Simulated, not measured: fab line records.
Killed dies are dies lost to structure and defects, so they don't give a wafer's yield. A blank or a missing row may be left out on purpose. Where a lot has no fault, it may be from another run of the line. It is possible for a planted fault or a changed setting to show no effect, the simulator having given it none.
fab line records || flow gf180mcu || part 2 of 2: steps 28 to 38 of 38
record: {"lots": 5, "wafers": 15, "last_day": 34}
route steps=602 shown DNWELL@37 NWELL@42 LVPWELL@54 MVSD@66
lots untouched by any fault: they come from a run of this same line in which no faults occurred
start_h: hours from the record's opening day to when the first of the lot's shown wafers began || wait_h: time in hours since the lot's previous step || " the same as in the row above || L1.1+2: one row covering several wafers at once || - value missing, or start not given || * or withheld: withheld || < > ~ a bound
route shown NAME@n: names a module that has steps shown in the file, with the first one's number in the route || usual: mean and standard deviation over wafers with no fault || same: alike in all rows || chamber/n: place in a boat || sites: readings site by site || _std_site: how widely they spread, as a standard deviation || _edge_site: mean of outer sites minus mean of inner sites || radius_mm: for every site, how far away it sits from the centre of the wafer || mask NAME#n: copy n || behind: tool/chamber where the wafer was last shaped || hold: why the lot was held/for how many hours/how that ended || device: whichever transistor did not switch (one of n, p or np) || end of line: at the end of the route, the tests of the same wafers || where a step has no rows: the recipe by itself || killed: the dies lost at the first sort to structure and to defects; this is not the yield of the wafer || map: per-die view of a wafer (x killed, . not killed, _ where there is no die)
set.NAME: the setting that was run; set.NAME@STEP: the one run at that earlier step || model.NAME: the simulator's own value behind a step, which no gauge read
lots at some steps of the route; a table a step, a row a wafer
services: when a tool's chamber went out of use (start_h, in hours from the record's first day, below 0 if earlier), for how many hours, and the reason
== steps ==
step: GF_LVPWELL_STRIP_10
recipe: {"chemistry": "O2/N2", "power_w": 1400, "pressure_mtorr": 1500, "platen_temp_c": 250, "o2_flow_sccm": 3000, "n2_flow_sccm": 300, "overash_fraction": 0.5}
usual: {"drypump_motor_current_A": "5.8/0.44", "heater_power_w": "334/31", "n2_flow_sccm": "300.0/0.9", "oes_product_au": "0.722/0.0045", "strip_time_to_endpoint_s": "36.96/0.1"}
same: {"overash_fraction": 0.5}
{"lot.wafer": "L077.2", "tool": "plasma_asher-03", "chamber": 0, "start_h": 85.78, "wait_h": 0.1, "drypump_motor_current_A": 6.0, "heater_power_w": 365, "n2_flow_sccm": 299.8, "oes_product_au": 0.728, "rf_hours_counter_h": 27, "strip_time_to_endpoint_s": 37.02}
{"lot.wafer": "L077.5", "tool": "plasma_asher-03", "chamber": 0, "start_h": 85.78, "wait_h": 0.1, "drypump_motor_current_A": 6.1, "heater_power_w": 360, "n2_flow_sccm": 300.3, "oes_product_au": 0.718, "rf_hours_counter_h": "-", "strip_time_to_endpoint_s": 36.80}
{"lot.wafer": "L077.6", "tool": "plasma_asher-03", "chamber": 1, "start_h": 85.78, "wait_h": 0.1, "drypump_motor_current_A": 6.1, "heater_power_w": 306, "n2_flow_sccm": 300.5, "oes_product_au": 0.714, "rf_hours_counter_h": "-", "strip_time_to_endpoint_s": 36.92}
{"lot.wafer": "L088.1", "tool": "plasma_asher-03", "chamber": 1, "start_h": 146.31, "wait_h": 0.1, "drypump_motor_current_A": 6.1, "heater_power_w": 303, "n2_flow_sccm": 300.2, "oes_product_au": 0.727, "rf_hours_counter_h": 33, "strip_time_to_endpoint_s": 36.97}
{"lot.wafer": "L088.2", "tool": "plasma_asher-03", "chamber": 0, "start_h": 146.31, "wait_h": 0.1, "drypump_motor_current_A": 6.1, "heater_power_w": 355, "n2_flow_sccm": 298.9, "oes_product_au": 0.725, "rf_hours_counter_h": 33, "strip_time_to_endpoint_s": 36.79}
{"lot.wafer": "L088.4", "tool": "plasma_asher-03", "chamber": 0, "start_h": 146.31, "wait_h": 0.1, "drypump_motor_current_A": 6.1, "heater_power_w": 360, "n2_flow_sccm": 299.9, "oes_product_au": 0.731, "rf_hours_counter_h": "-", "strip_time_to_endpoint_s": 36.82}
{"lot.wafer": "L091.4", "tool": "plasma_asher-01", "chamber": 0, "start_h": 164.32, "wait_h": 0.1, "drypump_motor_current_A": 5.5, "heater_power_w": 314, "n2_flow_sccm": 300.0, "oes_product_au": 0.721, "rf_hours_counter_h": "-", "strip_time_to_endpoint_s": 36.95}
{"lot.wafer": "L091.5", "tool": "plasma_asher-01", "chamber": 0, "start_h": 164.32, "wait_h": 0.1, "drypump_motor_current_A": 5.5, "heater_power_w": 320, "n2_flow_sccm": 299.7, "oes_product_au": 0.725, "rf_hours_counter_h": "-", "strip_time_to_endpoint_s": 36.89}
{"lot.wafer": "L091.6", "tool": "plasma_asher-01", "chamber": 1, "start_h": 164.32, "wait_h": 0.1, "drypump_motor_current_A": 6.2, "heater_power_w": 322, "n2_flow_sccm": 300.5, "oes_product_au": 0.739, "rf_hours_counter_h": "-", "strip_time_to_endpoint_s": 36.91}
{"lot.wafer": "L092.1", "tool": "plasma_asher-04", "chamber": 0, "start_h": 169.16, "wait_h": 0.1, "drypump_motor_current_A": 4.9, "heater_power_w": 394, "n2_flow_sccm": 299.0, "oes_product_au": 0.719, "rf_hours_counter_h": 53, "strip_time_to_endpoint_s": 37.11}
{"lot.wafer": "L092.4", "tool": "plasma_asher-04", "chamber": 1, "start_h": 169.16, "wait_h": 0.1, "drypump_motor_current_A": 5.4, "heater_power_w": 330, "n2_flow_sccm": 300.3, "oes_product_au": 0.722, "rf_hours_counter_h": "-", "strip_time_to_endpoint_s": 37.12}
{"lot.wafer": "L092.5", "tool": "plasma_asher-04", "chamber": 1, "start_h": 169.16, "wait_h": 0.1, "drypump_motor_current_A": 5.4, "heater_power_w": 322, "n2_flow_sccm": 300.2, "oes_product_au": 0.726, "rf_hours_counter_h": "-", "strip_time_to_endpoint_s": 36.95}
{"lot.wafer": "L097.1", "tool": "plasma_asher-03", "chamber": 1, "start_h": 201.35, "wait_h": 0.1, "drypump_motor_current_A": 6.1, "heater_power_w": 305, "n2_flow_sccm": 300.6, "oes_product_au": 0.723, "rf_hours_counter_h": 39, "strip_time_to_endpoint_s": 36.95}
{"lot.wafer": "L097.2", "tool": "plasma_asher-03", "chamber": 0, "start_h": 201.35, "wait_h": 0.1, "drypump_motor_current_A": 6.1, "heater_power_w": 364, "n2_flow_sccm": 302.0, "oes_product_au": 0.722, "rf_hours_counter_h": 39, "strip_time_to_endpoint_s": 37.10}
{"lot.wafer": "L097.5", "tool": "plasma_asher-03", "chamber": 1, "start_h": 201.35, "wait_h": 0.1, "drypump_motor_current_A": 6.1, "heater_power_w": 303, "n2_flow_sccm": 301.5, "oes_product_au": 0.725, "rf_hours_counter_h": "-", "strip_time_to_endpoint_s": 36.93}
step: GF_LVPWELL_TW_MEAS_11
usual: {"LVPWELL_TW": "567/3.8"}
{"lot.wafer": "L077.2", "tool": "film_metro-03", "chamber": "-", "start_h": 85.89, "wait_h": 0.1, "LVPWELL_TW": 562}
{"lot.wafer": "L077.5", "tool": "film_metro-03", "chamber": "-", "start_h": 85.89, "wait_h": 0.1, "LVPWELL_TW": 564}
{"lot.wafer": "L077.6", "tool": "film_metro-03", "chamber": "-", "start_h": 85.89, "wait_h": 0.1, "LVPWELL_TW": 563}
{"lot.wafer": "L088.1", "tool": "film_metro-03", "chamber": "-", "start_h": 146.41, "wait_h": 0.1, "LVPWELL_TW": 563}
{"lot.wafer": "L088.2", "tool": "film_metro-03", "chamber": "-", "start_h": 146.41, "wait_h": 0.1, "LVPWELL_TW": 564}
{"lot.wafer": "L088.4", "tool": "film_metro-03", "chamber": "-", "start_h": 146.41, "wait_h": 0.1, "LVPWELL_TW": 566}
{"lot.wafer": "L091.4", "tool": "film_metro-03", "chamber": "-", "start_h": 164.42, "wait_h": 0.1, "LVPWELL_TW": 569}
{"lot.wafer": "L091.5", "tool": "film_metro-03", "chamber": "-", "start_h": 164.42, "wait_h": 0.1, "LVPWELL_TW": 569}
{"lot.wafer": "L091.6", "tool": "film_metro-03", "chamber": "-", "start_h": 164.42, "wait_h": 0.1, "LVPWELL_TW": 567}
{"lot.wafer": "L092.1", "tool": "film_metro-02", "chamber": "-", "start_h": 169.26, "wait_h": 0.1, "LVPWELL_TW": 570}
{"lot.wafer": "L092.4", "tool": "film_metro-02", "chamber": "-", "start_h": 169.26, "wait_h": 0.1, "LVPWELL_TW": 573}
{"lot.wafer": "L092.5", "tool": "film_metro-02", "chamber": "-", "start_h": 169.26, "wait_h": 0.1, "LVPWELL_TW": 574}
{"lot.wafer": "L097.1", "tool": "film_metro-02", "chamber": "-", "start_h": 201.45, "wait_h": 0.1, "LVPWELL_TW": 573}
{"lot.wafer": "L097.2", "tool": "film_metro-02", "chamber": "-", "start_h": 201.45, "wait_h": 0.1, "LVPWELL_TW": 569}
{"lot.wafer": "L097.5", "tool": "film_metro-02", "chamber": "-", "start_h": 201.45, "wait_h": 0.1, "LVPWELL_TW": 568}
step: GF_MVSD_DEHYDRATE_00
recipe: {"temp_c": 200, "time_s": 60}
usual: {"resist_line_temp_C": "23.01/0.11"}
{"lot.wafer": "L077.2", "tool": "litho_track-02", "chamber": 0, "start_h": 92.07, "wait_h": 6.2, "resist_line_temp_C": 23.14}
{"lot.wafer": "L077.5", "tool": "litho_track-02", "chamber": 0, "start_h": 92.07, "wait_h": 6.2, "resist_line_temp_C": 23.07}
{"lot.wafer": "L077.6", "tool": "litho_track-02", "chamber": 0, "start_h": 92.07, "wait_h": 6.2, "resist_line_temp_C": 22.90}
{"lot.wafer": "L088.1", "tool": "litho_track-01", "chamber": 0, "start_h": 153.10, "wait_h": 6.7, "resist_line_temp_C": 22.84}
{"lot.wafer": "L088.2", "tool": "litho_track-01", "chamber": 0, "start_h": 153.10, "wait_h": 6.7, "resist_line_temp_C": 22.84}
{"lot.wafer": "L088.4", "tool": "litho_track-01", "chamber": 0, "start_h": 153.10, "wait_h": 6.7, "resist_line_temp_C": 22.92}
{"lot.wafer": "L091.4", "tool": "litho_track-01", "chamber": 0, "start_h": 172.13, "wait_h": 7.7, "resist_line_temp_C": 22.87}
{"lot.wafer": "L091.5", "tool": "litho_track-01", "chamber": 0, "start_h": 172.13, "wait_h": 7.7, "resist_line_temp_C": 23.01}
{"lot.wafer": "L091.6", "tool": "litho_track-01", "chamber": 0, "start_h": 172.13, "wait_h": 7.7, "resist_line_temp_C": 22.95}
{"lot.wafer": "L092.1", "tool": "litho_track-02", "chamber": 0, "start_h": 176.95, "wait_h": 7.7, "resist_line_temp_C": 23.33}
{"lot.wafer": "L092.4", "tool": "litho_track-02", "chamber": 0, "start_h": 176.95, "wait_h": 7.7, "resist_line_temp_C": 23.13}
{"lot.wafer": "L092.5", "tool": "litho_track-02", "chamber": 0, "start_h": 176.95, "wait_h": 7.7, "resist_line_temp_C": 22.97}
{"lot.wafer": "L097.1", "tool": "litho_track-03", "chamber": 0, "start_h": 209.82, "wait_h": 8.4, "resist_line_temp_C": 23.13}
{"lot.wafer": "L097.2", "tool": "litho_track-03", "chamber": 0, "start_h": 209.82, "wait_h": 8.4, "resist_line_temp_C": 23.01}
{"lot.wafer": "L097.5", "tool": "litho_track-03", "chamber": 0, "start_h": 209.82, "wait_h": 8.4, "resist_line_temp_C": 23.23}
step: GF_MVSD_HMDS_01
recipe: {"prime_time_s": 60, "prime_temp_c": 120}
usual: {"resist_line_temp_C": "23.01/0.1"}
{"lot.wafer": "L077.2", "tool": "litho_track-02", "chamber": 0, "start_h": 92.22, "wait_h": 0.1, "resist_line_temp_C": 22.87}
{"lot.wafer": "L077.5", "tool": "litho_track-02", "chamber": 0, "start_h": 92.22, "wait_h": 0.1, "resist_line_temp_C": 23.12}
{"lot.wafer": "L077.6", "tool": "litho_track-02", "chamber": 0, "start_h": 92.22, "wait_h": 0.1, "resist_line_temp_C": 22.98}
{"lot.wafer": "L088.1", "tool": "litho_track-01", "chamber": 0, "start_h": 153.25, "wait_h": 0.1, "resist_line_temp_C": 22.97}
{"lot.wafer": "L088.2", "tool": "litho_track-01", "chamber": 0, "start_h": 153.25, "wait_h": 0.1, "resist_line_temp_C": 23.02}
{"lot.wafer": "L088.4", "tool": "litho_track-01", "chamber": 0, "start_h": 153.25, "wait_h": 0.1, "resist_line_temp_C": 22.84}
{"lot.wafer": "L091.4", "tool": "litho_track-01", "chamber": 0, "start_h": 172.28, "wait_h": 0.1, "resist_line_temp_C": 23.16}
{"lot.wafer": "L091.5", "tool": "litho_track-01", "chamber": 0, "start_h": 172.28, "wait_h": 0.1, "resist_line_temp_C": 23.01}
{"lot.wafer": "L091.6", "tool": "litho_track-01", "chamber": 0, "start_h": 172.28, "wait_h": 0.1, "resist_line_temp_C": 23.15}
{"lot.wafer": "L092.1", "tool": "litho_track-02", "chamber": 0, "start_h": 177.10, "wait_h": 0.1, "resist_line_temp_C": 22.93}
{"lot.wafer": "L092.4", "tool": "litho_track-02", "chamber": 0, "start_h": 177.10, "wait_h": 0.1, "resist_line_temp_C": 22.98}
{"lot.wafer": "L092.5", "tool": "litho_track-02", "chamber": 0, "start_h": 177.10, "wait_h": 0.1, "resist_line_temp_C": 22.88}
{"lot.wafer": "L097.1", "tool": "litho_track-03", "chamber": 0, "start_h": 209.97, "wait_h": 0.1, "resist_line_temp_C": 23.01}
{"lot.wafer": "L097.2", "tool": "litho_track-03", "chamber": 0, "start_h": 209.97, "wait_h": 0.1, "resist_line_temp_C": 23.12}
{"lot.wafer": "L097.5", "tool": "litho_track-03", "chamber": 0, "start_h": 209.97, "wait_h": 0.1, "resist_line_temp_C": 23.03}
step: GF_MVSD_COAT_02
recipe: {"spin_rpm": 2000, "resist_thk_nm": 3000}
usual: {"resist_line_temp_C": "22.99/0.097"}
{"lot.wafer": "L077.2", "tool": "litho_track-02", "chamber": 0, "start_h": 92.37, "wait_h": 0.1, "resist_line_temp_C": 23.03}
{"lot.wafer": "L077.5", "tool": "litho_track-02", "chamber": 0, "start_h": 92.37, "wait_h": 0.1, "resist_line_temp_C": 22.95}
{"lot.wafer": "L077.6", "tool": "litho_track-02", "chamber": 0, "start_h": 92.37, "wait_h": 0.1, "resist_line_temp_C": 22.94}
{"lot.wafer": "L088.1", "tool": "litho_track-01", "chamber": 0, "start_h": 153.40, "wait_h": 0.1, "resist_line_temp_C": 22.94}
{"lot.wafer": "L088.2", "tool": "litho_track-01", "chamber": 0, "start_h": 153.40, "wait_h": 0.1, "resist_line_temp_C": 23.01}
{"lot.wafer": "L088.4", "tool": "litho_track-01", "chamber": 0, "start_h": 153.40, "wait_h": 0.1, "resist_line_temp_C": 23.03}
{"lot.wafer": "L091.4", "tool": "litho_track-01", "chamber": 0, "start_h": 172.43, "wait_h": 0.1, "resist_line_temp_C": 23.02}
{"lot.wafer": "L091.5", "tool": "litho_track-01", "chamber": 0, "start_h": 172.43, "wait_h": 0.1, "resist_line_temp_C": 22.89}
{"lot.wafer": "L091.6", "tool": "litho_track-01", "chamber": 0, "start_h": 172.43, "wait_h": 0.1, "resist_line_temp_C": 23.05}
{"lot.wafer": "L092.1", "tool": "litho_track-02", "chamber": 0, "start_h": 177.25, "wait_h": 0.1, "resist_line_temp_C": 22.99}
{"lot.wafer": "L092.4", "tool": "litho_track-02", "chamber": 0, "start_h": 177.25, "wait_h": 0.1, "resist_line_temp_C": 23.03}
{"lot.wafer": "L092.5", "tool": "litho_track-02", "chamber": 0, "start_h": 177.25, "wait_h": 0.1, "resist_line_temp_C": 23.03}
{"lot.wafer": "L097.1", "tool": "litho_track-03", "chamber": 0, "start_h": 210.12, "wait_h": 0.1, "resist_line_temp_C": 23.01}
{"lot.wafer": "L097.2", "tool": "litho_track-03", "chamber": 0, "start_h": 210.12, "wait_h": 0.1, "resist_line_temp_C": 23.07}
{"lot.wafer": "L097.5", "tool": "litho_track-03", "chamber": 0, "start_h": 210.12, "wait_h": 0.1, "resist_line_temp_C": 23.08}
step: GF_MVSD_SOFTBAKE_03
recipe: {"temp_c": 110, "time_s": "withheld"}
usual: {"resist_line_temp_C": "23.01/0.099"}
{"lot.wafer": "L077.2", "tool": "litho_track-02", "chamber": 0, "start_h": 92.53, "wait_h": 0.1, "resist_line_temp_C": 23.00}
{"lot.wafer": "L077.5", "tool": "litho_track-02", "chamber": 0, "start_h": 92.53, "wait_h": 0.1, "resist_line_temp_C": 22.94}
{"lot.wafer": "L077.6", "tool": "litho_track-02", "chamber": 0, "start_h": 92.53, "wait_h": 0.1, "resist_line_temp_C": 23.13}
{"lot.wafer": "L088.1", "tool": "litho_track-01", "chamber": 0, "start_h": 153.55, "wait_h": 0.1, "resist_line_temp_C": 23.00}
{"lot.wafer": "L088.2", "tool": "litho_track-01", "chamber": 0, "start_h": 153.55, "wait_h": 0.1, "resist_line_temp_C": 22.96}
{"lot.wafer": "L088.4", "tool": "litho_track-01", "chamber": 0, "start_h": 153.55, "wait_h": 0.1, "resist_line_temp_C": 22.95}
{"lot.wafer": "L091.4", "tool": "litho_track-01", "chamber": 0, "start_h": 172.60, "wait_h": 0.1, "resist_line_temp_C": 22.98}
{"lot.wafer": "L091.5", "tool": "litho_track-01", "chamber": 0, "start_h": 172.60, "wait_h": 0.1, "resist_line_temp_C": 22.90}
{"lot.wafer": "L091.6", "tool": "litho_track-01", "chamber": 0, "start_h": 172.60, "wait_h": 0.1, "resist_line_temp_C": 22.92}
{"lot.wafer": "L092.1", "tool": "litho_track-02", "chamber": 0, "start_h": 177.40, "wait_h": 0.1, "resist_line_temp_C": 23.17}
{"lot.wafer": "L092.4", "tool": "litho_track-02", "chamber": 0, "start_h": 177.40, "wait_h": 0.1, "resist_line_temp_C": 23.09}
{"lot.wafer": "L092.5", "tool": "litho_track-02", "chamber": 0, "start_h": 177.40, "wait_h": 0.1, "resist_line_temp_C": 22.97}
{"lot.wafer": "L097.1", "tool": "litho_track-03", "chamber": 0, "start_h": 210.27, "wait_h": 0.1, "resist_line_temp_C": 23.05}
{"lot.wafer": "L097.2", "tool": "litho_track-03", "chamber": 0, "start_h": 210.27, "wait_h": 0.1, "resist_line_temp_C": 23.08}
{"lot.wafer": "L097.5", "tool": "litho_track-03", "chamber": 0, "start_h": 210.27, "wait_h": 0.1, "resist_line_temp_C": 23.12}
step: GF_MVSD_EXPOSE_04
recipe: {"mask_id": "MVSD", "target_cd_nm": 1000, "na": 0.6, "source_shape": "conventional", "sigma_outer": 0.6, "dose_mj": 260}
same: {"sigma_outer": 0.6}
{"lot.wafer": "L077.2+5+6", "tool": "iline_stepper-02", "chamber": 0, "start_h": "-", "wait_h": "-", "mask": "MVSD#0"}
{"lot.wafer": "L088.1+2+4", "tool": "iline_stepper-01", "chamber": 0, "start_h": "-", "wait_h": "-", "mask": "MVSD#0"}
{"lot.wafer": "L091.4+5+6", "tool": "iline_stepper-02", "chamber": 0, "start_h": "-", "wait_h": "-", "mask": "MVSD#0"}
{"lot.wafer": "L092.1+4+5", "tool": "iline_stepper-02", "chamber": 0, "start_h": "-", "wait_h": "-", "mask": "MVSD#0"}
{"lot.wafer": "L097.1+2+5", "tool": "iline_stepper-01", "chamber": 0, "start_h": "-", "wait_h": "-", "mask": "MVSD#0"}
step: GF_MVSD_PEB_05
recipe: {"temp_c": 115, "time_s": "withheld"}
usual: {"resist_line_temp_C": "22.98/0.11"}
{"lot.wafer": "L077.2", "tool": "litho_track-03", "chamber": 0, "start_h": "-", "wait_h": "-", "resist_line_temp_C": 23.23}
{"lot.wafer": "L077.5", "tool": "litho_track-03", "chamber": 0, "start_h": "-", "wait_h": "-", "resist_line_temp_C": 23.16}
{"lot.wafer": "L077.6", "tool": "litho_track-03", "chamber": 0, "start_h": "-", "wait_h": "-", "resist_line_temp_C": 23.10}
{"lot.wafer": "L088.1", "tool": "litho_track-02", "chamber": 0, "start_h": "-", "wait_h": "-", "resist_line_temp_C": 22.79}
{"lot.wafer": "L088.2", "tool": "litho_track-02", "chamber": 0, "start_h": "-", "wait_h": "-", "resist_line_temp_C": 22.88}
{"lot.wafer": "L088.4", "tool": "litho_track-02", "chamber": 0, "start_h": "-", "wait_h": "-", "resist_line_temp_C": 23.00}
{"lot.wafer": "L091.4", "tool": "litho_track-03", "chamber": 0, "start_h": "-", "wait_h": "-", "resist_line_temp_C": 22.96}
{"lot.wafer": "L091.5", "tool": "litho_track-03", "chamber": 0, "start_h": "-", "wait_h": "-", "resist_line_temp_C": 22.84}
{"lot.wafer": "L091.6", "tool": "litho_track-03", "chamber": 0, "start_h": "-", "wait_h": "-", "resist_line_temp_C": 23.03}
{"lot.wafer": "L092.1", "tool": "litho_track-01", "chamber": 0, "start_h": "-", "wait_h": "-", "resist_line_temp_C": 22.93}
{"lot.wafer": "L092.4", "tool": "litho_track-01", "chamber": 0, "start_h": "-", "wait_h": "-", "resist_line_temp_C": 22.99}
{"lot.wafer": "L092.5", "tool": "litho_track-01", "chamber": 0, "start_h": "-", "wait_h": "-", "resist_line_temp_C": 22.95}
{"lot.wafer": "L097.1", "tool": "litho_track-03", "chamber": 0, "start_h": "-", "wait_h": "-", "resist_line_temp_C": 22.98}
{"lot.wafer": "L097.2", "tool": "litho_track-03", "chamber": 0, "start_h": "-", "wait_h": "-", "resist_line_temp_C": 23.10}
{"lot.wafer": "L097.5", "tool": "litho_track-03", "chamber": 0, "start_h": "-", "wait_h": "-", "resist_line_temp_C": 22.98}
step: GF_MVSD_DEVELOP_06
recipe: {"wall_angle_deg": 90, "develop_time_s": 60, "dev_temp_c": 23}
usual: {"developer_temp_C": "23.02/0.1", "resist_line_temp_C": "22.99/0.1"}
{"lot.wafer": "L077.2", "tool": "litho_track-03", "chamber": 0, "start_h": "-", "wait_h": "-", "developer_temp_C": 23.06, "resist_line_temp_C": 22.86}
{"lot.wafer": "L077.5", "tool": "litho_track-03", "chamber": 0, "start_h": "-", "wait_h": "-", "developer_temp_C": 23.17, "resist_line_temp_C": 23.00}
{"lot.wafer": "L077.6", "tool": "litho_track-03", "chamber": 0, "start_h": "-", "wait_h": "-", "developer_temp_C": 23.03, "resist_line_temp_C": 22.96}
{"lot.wafer": "L088.1", "tool": "litho_track-02", "chamber": 0, "start_h": "-", "wait_h": "-", "developer_temp_C": 22.92, "resist_line_temp_C": 22.96}
{"lot.wafer": "L088.2", "tool": "litho_track-02", "chamber": 0, "start_h": "-", "wait_h": "-", "developer_temp_C": 23.06, "resist_line_temp_C": 22.86}
{"lot.wafer": "L088.4", "tool": "litho_track-02", "chamber": 0, "start_h": "-", "wait_h": "-", "developer_temp_C": 23.01, "resist_line_temp_C": 22.93}
{"lot.wafer": "L091.4", "tool": "litho_track-03", "chamber": 0, "start_h": "-", "wait_h": "-", "developer_temp_C": 23.15, "resist_line_temp_C": 22.98}
{"lot.wafer": "L091.5", "tool": "litho_track-03", "chamber": 0, "start_h": "-", "wait_h": "-", "developer_temp_C": 23.20, "resist_line_temp_C": 22.94}
{"lot.wafer": "L091.6", "tool": "litho_track-03", "chamber": 0, "start_h": "-", "wait_h": "-", "developer_temp_C": 22.91, "resist_line_temp_C": 23.11}
{"lot.wafer": "L092.1", "tool": "litho_track-01", "chamber": 0, "start_h": "-", "wait_h": "-", "developer_temp_C": 23.03, "resist_line_temp_C": 22.91}
{"lot.wafer": "L092.4", "tool": "litho_track-01", "chamber": 0, "start_h": "-", "wait_h": "-", "developer_temp_C": 22.80, "resist_line_temp_C": 23.04}
{"lot.wafer": "L092.5", "tool": "litho_track-01", "chamber": 0, "start_h": "-", "wait_h": "-", "developer_temp_C": 23.11, "resist_line_temp_C": 22.98}
{"lot.wafer": "L097.1", "tool": "litho_track-03", "chamber": 0, "start_h": "-", "wait_h": "-", "developer_temp_C": 23.03, "resist_line_temp_C": 23.19}
{"lot.wafer": "L097.2", "tool": "litho_track-03", "chamber": 0, "start_h": "-", "wait_h": "-", "developer_temp_C": 22.96, "resist_line_temp_C": 23.04}
{"lot.wafer": "L097.5", "tool": "litho_track-03", "chamber": 0, "start_h": "-", "wait_h": "-", "developer_temp_C": 22.95, "resist_line_temp_C": 23.11}
step: GF_MVSD_OVL_MEAS_07
usual: {"MVSD_OVL": "0.9/1.6"}
{"lot.wafer": "L077.2", "tool": "overlay-02", "chamber": "-", "start_h": 99.33, "wait_h": "-", "MVSD_OVL[nm]": 2.0}
{"lot.wafer": "L077.5", "tool": "overlay-02", "chamber": "-", "start_h": 99.33, "wait_h": "-", "MVSD_OVL[nm]": 1.2}
{"lot.wafer": "L077.6", "tool": "overlay-02", "chamber": "-", "start_h": 99.33, "wait_h": "-", "MVSD_OVL[nm]": 2.9}
{"lot.wafer": "L088.1", "tool": "overlay-02", "chamber": "-", "start_h": 161.60, "wait_h": "-", "MVSD_OVL[nm]": 1.1}
{"lot.wafer": "L088.2", "tool": "overlay-02", "chamber": "-", "start_h": 161.60, "wait_h": "-", "MVSD_OVL[nm]": 1.0}
{"lot.wafer": "L088.4", "tool": "overlay-02", "chamber": "-", "start_h": 161.60, "wait_h": "-", "MVSD_OVL[nm]": -0.1}
{"lot.wafer": "L091.4", "tool": "overlay-01", "chamber": "-", "start_h": 180.34, "wait_h": "-", "MVSD_OVL[nm]": -1.1}
{"lot.wafer": "L091.5", "tool": "overlay-01", "chamber": "-", "start_h": 180.34, "wait_h": "-", "MVSD_OVL[nm]": 2.0}
{"lot.wafer": "L091.6", "tool": "overlay-01", "chamber": "-", "start_h": 180.34, "wait_h": "-", "MVSD_OVL[nm]": 0.6}
{"lot.wafer": "L092.1", "tool": "overlay-02", "chamber": "-", "start_h": 185.30, "wait_h": "-", "MVSD_OVL[nm]": 1.2}
{"lot.wafer": "L092.4", "tool": "overlay-02", "chamber": "-", "start_h": 185.30, "wait_h": "-", "MVSD_OVL[nm]": 2.1}
{"lot.wafer": "L092.5", "tool": "overlay-02", "chamber": "-", "start_h": 185.30, "wait_h": "-", "MVSD_OVL[nm]": 3.3}
{"lot.wafer": "L097.1", "tool": "overlay-02", "chamber": "-", "start_h": 218.92, "wait_h": "-", "MVSD_OVL[nm]": 0.4}
{"lot.wafer": "L097.2", "tool": "overlay-02", "chamber": "-", "start_h": 218.92, "wait_h": "-", "MVSD_OVL[nm]": -0.5}
{"lot.wafer": "L097.5", "tool": "overlay-02", "chamber": "-", "start_h": 218.92, "wait_h": "-", "MVSD_OVL[nm]": 0.1}
step: GF_MVSD_IMPLANT_08
recipe: {"species": "P", "energy_kev": 400, "dose_cm2": 1.6e+13, "tilt_deg": 0}
{"lot.wafer": "L077.2+5+6", "tool": "implanter-03", "chamber": 0, "start_h": 99.38, "wait_h": 0.0}
{"lot.wafer": "L088.1+2+4", "tool": "implanter-03", "chamber": 0, "start_h": 161.63, "wait_h": 0.0}
{"lot.wafer": "L091.4+5+6", "tool": "implanter-04", "chamber": 0, "start_h": 180.43, "wait_h": 0.1}
{"lot.wafer": "L092.1+4+5", "tool": "implanter-04", "chamber": 0, "start_h": 185.34, "wait_h": 0.0}
{"lot.wafer": "L097.1+2+5", "tool": "implanter-04", "chamber": 0, "start_h": 218.95, "wait_h": 0.0}
== services ==
{"tool": "litho_track-04", "chamber": "-", "start_h": 43.61, "hours": "-", "kind": "consumable_replace:filter"}
{"tool": "plasma_asher-04", "chamber": "-", "start_h": 44.94, "hours": 6.1, "kind": "repair"}
{"tool": "iline_stepper-02", "chamber": "-", "start_h": 51.04, "hours": 10.5, "kind": "repair"}
{"tool": "implanter-01", "chamber": "-", "start_h": 56.19, "hours": 2.8, "kind": "pm"}
{"tool": "iline_stepper-02", "chamber": 0, "start_h": 67.98, "hours": "-", "kind": "calibration"}
{"tool": "implanter-03", "chamber": "-", "start_h": 72.18, "hours": 3.8, "kind": "repair"}
{"tool": "plasma_asher-01", "chamber": "-", "start_h": 86.15, "hours": 0.7, "kind": "repair"}
{"tool": "implanter-02", "chamber": "-", "start_h": 86.78, "hours": 2.7, "kind": "repair"}
{"tool": "implanter-02", "chamber": "-", "start_h": 96.60, "hours": 4.0, "kind": "pm"}
{"tool": "plasma_asher-02", "chamber": "-", "start_h": 108.75, "hours": 9.0, "kind": "pm"}
{"tool": "implanter-03", "chamber": "-", "start_h": 143.32, "hours": 2.6, "kind": "repair"}
{"tool": "implanter-02", "chamber": "-", "start_h": 145.32, "hours": 3.6, "kind": "repair"}
{"tool": "plasma_asher-04", "chamber": "-", "start_h": 146.70, "hours": 0.5, "kind": "repair"}
{"tool": "iline_stepper-02", "chamber": "-", "start_h": 150.82, "hours": 4.4, "kind": "pm"}
{"tool": "implanter-01", "chamber": "-", "start_h": 162.86, "hours": 0.7, "kind": "repair"}
{"tool": "plasma_asher-03", "chamber": "-", "start_h": 170.76, "hours": 2.7, "kind": "repair"}
{"tool": "implanter-03", "chamber": "-", "start_h": 173.35, "hours": 3.9, "kind": "pm"}
{"tool": "implanter-04", "chamber": "-", "start_h": 176.73, "hours": 2.5, "kind": "repair"}
{"tool": "iline_stepper-01", "chamber": "-", "start_h": 190.24, "hours": 4.4, "kind": "pm"}
{"tool": "implanter-01", "chamber": "-", "start_h": 197.18, "hours": 2.3, "kind": "repair"}
{"tool": "iline_stepper-02", "chamber": "-", "start_h": 207.96, "hours": 2.1, "kind": "pm"}
{"tool": "iline_stepper-02", "chamber": "-", "start_h": 210.05, "hours": "-", "kind": "consumable_replace:lamp"}
{"tool": "plasma_asher-02", "chamber": "-", "start_h": 212.02, "hours": 0.8, "kind": "repair"}
{"tool": "iline_stepper-01", "chamber": "-", "start_h": 218.91, "hours": 1.7, "kind": "pm"}
